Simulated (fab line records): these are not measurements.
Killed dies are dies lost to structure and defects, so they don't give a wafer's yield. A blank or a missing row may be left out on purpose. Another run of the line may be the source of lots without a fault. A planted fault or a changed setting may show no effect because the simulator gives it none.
fab line records	flow gf180mcu
record: lots: 5	wafers: 15	lastDay: 34
route steps=602 shown V5@566 TOP_METAL@567
lots untouched by any fault: they come from a run of this same line in which no faults occurred
startH: the number of hours between the record's first day and the start of the first shown wafer of the lot	waitH: how many hours have passed since the lot's step before this one	" identical to the entry in the row above	L1.1+2: one row covering several wafers at once	- no value, or no start given	* or withheld: withheld	< > ~ a bound
route shown NAME@n: names a module that has steps shown in the file, with the first one's number in the route	usual: average and standard deviation across the fault-free wafers	same: alike in all rows	chamber/n: place in a boat	sites: readings site by site	_std_site: how widely they spread, as a standard deviation	_edge_site: outer sites' mean less inner sites'	radiusMm: for every site, how far away it sits from the centre of the wafer	mask NAME#n: copy n	behind: the last tool/chamber to shape the wafer	hold: cause of the lot's hold/its duration in hours/its outcome	device: the n, p or np transistor that did not switch	end of line: the same wafers' tests at the end of the route	a step given without rows: its recipe and nothing more	killed: the dies lost at the first sort to structure and to defects; this is not the yield of the wafer	map: a wafer's dies, x killed, . not, _ none there
set.NAME: the setting the step ran with; set.NAME@STEP: the setting that earlier step ran with	model.NAME: the simulator's own value behind a step, which no gauge read
certain route steps with their lots: each step a table, each wafer a row
services: a tool's chamber out of use, with start hour (startH, from the record's first day; less than 0 if before it), hours out, and reason
== steps ==
step: GF_V5_CMP_26
recipe: stopOn: SiO2	downForcePsi: 3.5	platenRpm: 60	tOverpolishS: 15	targetThkNm: 0	padVelocityMS: 0.94248
usual: motorCurrentA: 10.5/0.84	overpolishRunS: 15.000/0.0085	timeToEndpointS: 85/4.4
lot.wafer	tool	chamber	startH	waitH	motorCurrentA	overpolishRunS	timeToEndpointS
L503.3	cmp-02	0	636.76	0.0	11.3	15.000	92
L503.1	"	1	"	"	10.0	14.998	86
L503.5	"	0	"	"	11.9	14.987	92
L508.4	cmp-01	3	679.59	0.1	10.9	14.993	89
L508.5	"	2	"	"	11.3	15.010	85
L508.6	"	3	"	"	10.7	15.005	91
L511.4	cmp-02	3	703.48	0.0	9.7	15.003	85
L511.1	"	2	"	"	9.9	15.001	92
L511.5	"	0	"	"	10.5	15.011	93
L522.3	cmp-02	2	761.21	0.1	9.8	14.982	79
L522.1	"	3	"	"	9.4	14.996	78
L522.6	"	0	"	"	11.5	14.981	85
L524.2	cmp-02	0	773.01	0.1	11.4	15.000	88
L524.5	"	2	"	"	10.4	15.003	84
L524.6	"	3	"	"	9.1	14.996	81
step: GF_TOP_METAL_SPUTTER_00
recipe: material: Ti	targetThkNm: 37.5	arrivingIonEnergyEv: 80	substrateTempC: 200	chamberPressurePa: 2	powerW: 4000	timeS: 150
usual: throttleValvePct: 30.0/0.9
lot.wafer	tool	chamber	startH	waitH	throttleValvePct
L503.1	pvdSputter-03	-	637.06	0.2	30.1
L503.3	"	-	"	"	29.5
L503.5	"	-	"	"	30.7
L508.4	pvdSputter-01	-	679.84	0.2	29.7
L508.5	"	-	"	"	29.4
L508.6	"	-	"	"	29.3
L511.1	pvdSputter-02	-	703.78	0.1	30.7
L511.4	"	-	"	"	30.7
L511.5	"	-	"	"	29.0
L522.1	pvdSputter-03	-	761.41	0.1	29.5
L522.3	"	-	"	"	29.0
L522.6	"	-	"	"	29.5
L524.2	pvdSputter-03	-	773.21	0.1	28.8
L524.5	"	-	"	"	29.9
L524.6	"	-	"	"	28.9
step: GF_TOP_METAL_SPUTTER_01
recipe: material: TiN	targetThkNm: 30	powerW: 6500	timeS: 25	chamberPressurePa: 0.4
usual: throttleValvePct: 30.0/0.92
lot.wafer	tool	chamber	startH	waitH	throttleValvePct
L503.1	pvdSputter-03	-	637.16	0.1	30.1
L503.3	"	-	"	"	29.5
L503.5	"	-	"	"	30.4
L508.4	pvdSputter-01	-	679.94	0.1	29.7
L508.5	"	-	"	"	29.8
L508.6	"	-	"	"	29.8
L511.1	pvdSputter-02	-	703.88	0.1	30.9
L511.4	"	-	"	"	30.7
L511.5	"	-	"	"	29.2
L522.1	pvdSputter-03	-	761.51	0.1	29.4
L522.3	"	-	"	"	28.9
L522.6	"	-	"	"	29.5
L524.2	pvdSputter-03	-	773.31	0.1	28.8
L524.5	"	-	"	"	30.1
L524.6	"	-	"	"	28.8
step: GF_TOP_METAL_SPUTTER_02
recipe: material: AlCu	targetThkNm: 900	powerW: 10600	chamberPressurePa: 0.3	substrateTempC: 250	gas: Ar	timeS: 47.82
step: GF_TOP_METAL_SPUTTER_03
recipe: material: Ti	targetThkNm: 5	substrateTempC: 300	chamberPressurePa: 0.3136	powerW: 3000	timeS: 3.3
usual: throttleValvePct: 30.0/0.89
lot.wafer	tool	chamber	startH	waitH	throttleValvePct
L503.1	pvdSputter-03	-	637.24	0.0	30.0
L503.3	"	-	"	"	29.7
L503.5	"	-	"	"	30.8
L508.4	pvdSputter-01	-	680.01	0.0	29.5
L508.5	"	-	"	"	29.6
L508.6	"	-	"	"	29.7
L511.1	pvdSputter-02	-	703.95	0.0	31.1
L511.4	"	-	"	"	30.8
L511.5	"	-	"	"	29.1
L522.1	pvdSputter-03	-	761.59	0.0	29.6
L522.3	"	-	"	"	28.5
L522.6	"	-	"	"	29.5
L524.2	pvdSputter-03	-	773.39	0.0	28.8
L524.5	"	-	"	"	30.0
L524.6	"	-	"	"	29.0
step: GF_TOP_METAL_SPUTTER_04
recipe: material: TiN	targetThkNm: 25	powerW: 6500	timeS: 20.8	chamberPressurePa: 0.4
usual: throttleValvePct: 30.0/0.92
lot.wafer	tool	chamber	startH	waitH	throttleValvePct
L503.1	pvdSputter-03	-	637.26	0.0	29.9
L503.3	"	-	"	"	29.5
L503.5	"	-	"	"	30.6
L508.4	pvdSputter-01	-	680.03	0.0	29.9
L508.5	"	-	"	"	29.6
L508.6	"	-	"	"	29.8
L511.1	pvdSputter-02	-	703.97	0.0	31.0
L511.4	"	-	"	"	30.9
L511.5	"	-	"	"	29.0
L522.1	pvdSputter-03	-	761.60	0.0	29.7
L522.3	"	-	"	"	28.9
L522.6	"	-	"	"	29.6
L524.2	pvdSputter-03	-	773.40	0.0	28.9
L524.5	"	-	"	"	30.0
L524.6	"	-	"	"	28.8
step: GF_TOP_METAL_RS_MEAS_05
recipe: thkMeasGauge: four-point-probe	reads: TiN_of_TOP_METAL_SPUTTER_04+Ti_of_TOP_METAL_SPUTTER_03+AlCu_of_TOP_METAL_SPUTTER_02+TiN_of_TOP_METAL_SPUTTER_01+Ti_of_TOP_METAL_SPUTTER_00
usual: TOP_METAL_ALCU_RS: 0.0329/0.00031
lot.wafer	tool	chamber	startH	waitH	TOP_METAL_ALCU_RS[ohm/sq]
L503.1	filmMetro-04	-	637.28	0.0	0.0329
L503.3	"	-	"	"	0.0329
L503.5	"	-	"	"	0.0329
L508.4	filmMetro-03	-	680.12	0.1	0.0332
L508.5	"	-	"	"	0.0328
L508.6	"	-	"	"	0.0328
L511.1	filmMetro-03	-	704.00	0.0	0.0319
L511.4	"	-	"	"	0.0322
L511.5	"	-	"	"	0.0325
L522.1	filmMetro-03	-	761.63	0.0	0.0332
L522.3	"	-	"	"	0.0336
L522.6	"	-	"	"	0.0332
L524.2	filmMetro-03	-	773.45	0.0	0.0329
L524.5	"	-	"	"	0.0326
L524.6	"	-	"	"	0.0332
step: GF_TOP_METAL_THK_MEAS_06
recipe: thkMeasGauge: xrf	reads: AlCu_of_TOP_METAL_SPUTTER_02
usual: TOP_METAL_ALCU_THK: 890/8.7
lot.wafer	tool	chamber	startH	waitH	TOP_METAL_ALCU_THK[nm]
L503.1	filmMetro-04	-	637.40	0.1	892
L503.3	"	-	"	"	891
L503.5	"	-	"	"	895
L508.4	filmMetro-03	-	680.21	0.1	883
L508.5	"	-	"	"	889
L508.6	"	-	"	"	889
L511.1	filmMetro-03	-	704.12	0.1	915
L511.4	"	-	"	"	916
L511.5	"	-	"	"	902
L522.1	filmMetro-03	-	761.75	0.1	886
L522.3	"	-	"	"	880
L522.6	"	-	"	"	884
L524.2	filmMetro-03	-	773.56	0.1	890
L524.5	"	-	"	"	902
L524.6	"	-	"	"	885
step: GF_TOP_METAL_DEHYDRATE_07
recipe: tempC: 200	timeS: 60
step: GF_TOP_METAL_HMDS_08
recipe: primeTimeS: 60	primeTempC: 120
step: GF_TOP_METAL_COAT_09
recipe: resist: NOVOLAK	spinRpm: 3000	resistThkNm: 1500
step: GF_TOP_METAL_SOFTBAKE_10
recipe: tempC: 90	timeS: 60	resist: NOVOLAK
step: GF_TOP_METAL_EXPOSE_11
recipe: maskId: MetalTop	targetCdNm: 440	na: 0.6	sourceShape: conventional	sigmaOuter: 0.6	doseMj: 170
usual: exposureDoseMJCm2: 169.80/0.17
same: na: 0.6	sigmaOuter: 0.6
lot.wafer	tool	chamber	startH	waitH	mask	exposureDoseMJCm2
L503.1	ilineStepper-02	0	646.98	-	MetalTop#0	169.61
L503.3	"	0	"	"	MetalTop#0	169.50
L503.5	"	0	"	"	MetalTop#0	169.54
L508.4	ilineStepper-01	0	689.17	-	MetalTop#0	169.66
L508.5	"	0	"	"	MetalTop#0	169.72
L508.6	"	0	"	"	MetalTop#0	169.68
L511.1	ilineStepper-02	0	713.18	-	MetalTop#0	165.05
L511.4	"	0	"	"	MetalTop#0	164.86
L511.5	"	0	"	"	MetalTop#0	165.09
L522.1	ilineStepper-02	0	769.78	-	MetalTop#0	169.78
L522.3	"	0	"	"	MetalTop#0	169.78
L522.6	"	0	"	"	MetalTop#0	169.89
L524.2	ilineStepper-02	0	780.79	-	MetalTop#0	169.68
L524.5	"	0	"	"	MetalTop#0	169.63
L524.6	"	0	"	"	MetalTop#0	169.55
step: GF_TOP_METAL_PEB_12
recipe: tempC: withheld	timeS: *	resist: NOVOLAK
step: GF_TOP_METAL_DEVELOP_13
recipe: developTimeS: 60	devTempC: 23
step: GF_TOP_METAL_CD_MEAS_14
recipe: targetCdNm: 440
usual: cdNm: 440.2/2.2
lot.wafer	tool	chamber	startH	waitH	cdNm
L503.1	cdSem-02	-	656.73	0.1	441.3
L503.3	"	-	"	"	442.4
L503.5	"	-	"	"	443.0
L508.4	cdSem-02	-	698.54	0.1	438.9
L508.5	"	-	"	"	439.6
L508.6	"	-	"	"	439.7
L511.1	cdSem-02	-	722.13	0.1	351.5
L511.4	"	-	"	"	430.5
L511.5	"	-	"	"	369.7
L522.1	cdSem-02	-	776.75	0.2	442.4
L522.3	"	-	"	"	440.5
L522.6	"	-	"	"	442.9
L524.2	cdSem-02	-	788.49	0.1	440.2
L524.5	"	-	"	"	437.7
L524.6	"	-	"	"	440.7
step: GF_TOP_METAL_OVL_MEAS_15
usual: TOP_METAL_OVL: 0.1/1.4
lot.wafer	tool	chamber	startH	waitH	TOP_METAL_OVL[nm]
L503.1	overlay-01	-	656.85	0.1	1.9
L503.3	"	-	"	"	0.2
L503.5	"	-	"	"	1.7
L508.4	overlay-01	-	698.62	0.1	-0.9
L508.5	"	-	"	"	0.0
L508.6	"	-	"	"	-1.4
L511.1	overlay-01	-	722.25	0.1	-2.7
L511.4	"	-	"	"	-0.9
L511.5	"	-	"	"	0.1
L522.1	overlay-01	-	776.87	0.1	0.8
L522.3	"	-	"	"	1.8
L522.6	"	-	"	"	0.5
L524.2	overlay-02	-	788.60	0.1	-1.6
L524.5	"	-	"	"	-2.6
L524.6	"	-	"	"	-1.6
step: GF_TOP_METAL_METAL_ETCH_16
recipe: chemistry: Cl2/BCl3	maskMaterial: NOVOLAK	targetDepthNm: 1077.5	stopOn: SiO2	pressureMtorr: 8	icpW: 800	biasW: 140	Cl2_flow_sccm: 80	bcl3FlowSccm: 40	timeS: 179.6
usual: drypumpMotorCurrentA: 5.9/0.5	oesProductAu: 0.963/0.006	throttleValvePct: 28.259/0.01
lot.wafer	tool	chamber	startH	waitH	drypumpMotorCurrentA	oesProductAu	rfHoursCounterH	throttleValvePct	model.TOP_METAL.cdNm
L503.1	rieMetal-01	1	656.88	0.0	6.3	0.969	10	28.247	425.6
L503.3	"	1	"	"	6.3	0.964	-	28.275	430.4
L503.5	"	0	"	"	6.6	0.969	-	28.264	431.4
L508.4	rieMetal-03	1	698.69	0.1	6.2	0.963	-	28.264	427.4
L508.5	"	1	"	"	6.2	0.971	-	28.256	437.1
L508.6	"	0	"	"	5.1	0.963	-	28.271	443.1
L511.1	rieMetal-01	0	722.28	0.0	6.7	0.975	4	28.248	348.9
L511.4	"	1	"	"	6.3	0.972	-	28.240	419.7
L511.5	"	0	"	"	6.7	0.964	-	28.245	369.7
L522.1	rieMetal-03	0	776.91	0.0	5.2	0.960	2	28.260	437.9
L522.3	"	0	"	"	5.2	0.954	-	28.262	434.9
L522.6	"	1	"	"	6.2	0.949	-	28.276	428.8
L524.2	rieMetal-01	0	788.63	0.0	6.6	0.961	8	28.262	431.4
L524.5	"	1	"	"	6.3	0.970	-	28.239	429.1
L524.6	"	0	"	"	6.6	0.958	-	28.273	426
step: GF_TOP_METAL_STRIP_17
recipe: chemistry: O2/N2	powerW: 1400	pressureMtorr: 1500	platenTempC: 250	o2FlowSccm: 3000	n2FlowSccm: 300	overashFraction: 0.5
== services ==
tool	chamber	startH	hours	kind
ilineStepper-01	-	627.25	1.7	pm
pvdSputter-01	3	630.11	-	consumableReplace:kit
pvdSputter-01	3	630.11	18.0	scheduledDown
cmp-01	-	637.96	8.0	pm
pvdSputter-03	-	644.69	2.2	repair
rieMetal-03	0	654.81	15.0	repair
ilineStepper-01	-	655.38	3.9	repair
ilineStepper-01	-	667.60	4.4	pm
rieMetal-03	1	668.33	4.0	repair
cmp-01	-	672.08	5.1	pm
cmp-02	-	679.00	1.1	repair
ilineStepper-02	-	682.64	1.7	pm
pvdSputter-03	2	702.36	-	consumableReplace:kit
pvdSputter-03	2	702.36	18.0	scheduledDown
pvdSputter-03	2	702.36	18.0	ventCycle
pvdSputter-03	-	724.17	4.3	repair
cmp-02	-	744.21	4.0	pm
ilineStepper-02	-	745.62	18.1	repair
pvdSputter-03	1	757.32	-	consumableReplace:kit
pvdSputter-03	1	757.32	18.0	scheduledDown
pvdSputter-03	1	757.32	18.0	ventCycle
cmp-01	-	766.96	0.6	repair
pvdSputter-02	-	770.04	1.9	repair
pvdSputter-01	-	787.12	1.6	repair
== key ==
firstSign: step: GF_TOP_METAL_EXPOSE_11	reading: exposureDoseMJCm2	direction: down	sigmas: 27	usual: 169.80	struck: 165.00
effect: step: GF_TOP_METAL_CD_MEAS_14	reading: cdNm	direction: down	sigmas: 26	usual: 440.2	struck: 383.9	through: controlLoop
modelEffect: step: GF_TOP_METAL_METAL_ETCH_16	value: TOP_METAL.cdNm	without: 439.8	struck: 379.4
metAt GF_TOP_METAL_EXPOSE_11
struckWafers L511.1,L511.4,L511.5
laterRowsLeftOut L511.1
sortLeftOut L511.1,L511.4,L511.5
loopTrim: step: GF_TOP_METAL_EXPOSE_11	setting: dose	lots: L511
onsetBetween 646.98 713.18
fault: kind: processParameterDrift	tool: ilineStepper-02	chamber: -	onsetH: 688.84	steps: GF_TOP_METAL_EXPOSE_11	channel: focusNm	offset: 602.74	spreadByWafer: 0.3	shape: step	endH: 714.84
sortLeftOut: the simulated sort isn't trusted on such a fault, so these wafers' sort isn't shown, and their yield isn't known
laterRowsLeftOut: the simulator's readings of these wafers behind a module that went badly wrong aren't trusted and aren't shown, but for the sort
loopTrim: a control loop set the setting to another value than it would have without faults
